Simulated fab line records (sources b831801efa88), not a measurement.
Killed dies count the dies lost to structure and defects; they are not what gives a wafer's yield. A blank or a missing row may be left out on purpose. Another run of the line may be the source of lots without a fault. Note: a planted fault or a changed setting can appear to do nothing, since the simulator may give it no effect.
Which of the tools did it? ; flow gf180mcu ; 18 wafers from 6 lots sampled at 3 of the route's 602 steps

WHAT EACH GAUGE READ, for each wafer
GF_M2_CD_MEAS_14 targets a cd of 280 nm.
lot;measured;on;cd nm (nm)
L737;day 20 18:18;cd sem-01;279.7 279.5 278.7
L740;day 21 19:22;cd sem-02;280.5 281.0 280.2
L742;day 22 23:26;cd sem-01;280.9 281.4 280.4
L749;day 25 00:16;cd sem-01;278.2 278.2 277.7
L754;day 26 13:35;cd sem-02;280.2 278.9 279.7
L756;day 27 02:47;cd sem-02;279.2 280.5 278.9

EACH LOT AND THE TOOL THAT RAN IT (in order: tool; ch and the chambers of the sampled wafers; start)
lot;GF_M2_SPUTTER_01;GF_M2_SOFTBAKE_10
L737;pvd sputter-04, day 19 18:16;litho track-03 ch 0, day 20 07:14
L740;pvd sputter-04, day 20 19:22;litho track-03 ch 0, day 21 07:34
L742;pvd sputter-04, day 21 23:50;litho track-04 ch 0, day 22 11:42
L749;pvd sputter-03, day 24 01:33;litho track-03 ch 0, day 24 12:37
L754;pvd sputter-02, day 25 16:43;litho track-04 ch 0, day 26 03:47
L756;pvd sputter-02, day 26 05:57;litho track-04 ch 0, day 26 16:09
- GF_M2_SPUTTER_01: material TiN, target thk 30 nm, time 25 s.
- GF_M2_SOFTBAKE_10: time 60 s.

THE ANSWER, worked out from the rows above alone
Rule: what is usual is taken from the lots themselves. The widest of any qualifying gaps counts: lots, ordered by their means at a reading, are off when they make up no more than a third of the lots, leave a main group of 4 or more, and stand apart from it by 3 or more times the standard deviation of that group's means. Not used: any main group whose means are identical at the precision the tables above print for the reading. A lot without any number at a reading at which 4 lots or more have one is off too. Any other lot the step has rows for is counted as sound.
None of the lots is off at any reading shown; this tells nothing.

WHAT THE SIMULATOR HAD INSERTED
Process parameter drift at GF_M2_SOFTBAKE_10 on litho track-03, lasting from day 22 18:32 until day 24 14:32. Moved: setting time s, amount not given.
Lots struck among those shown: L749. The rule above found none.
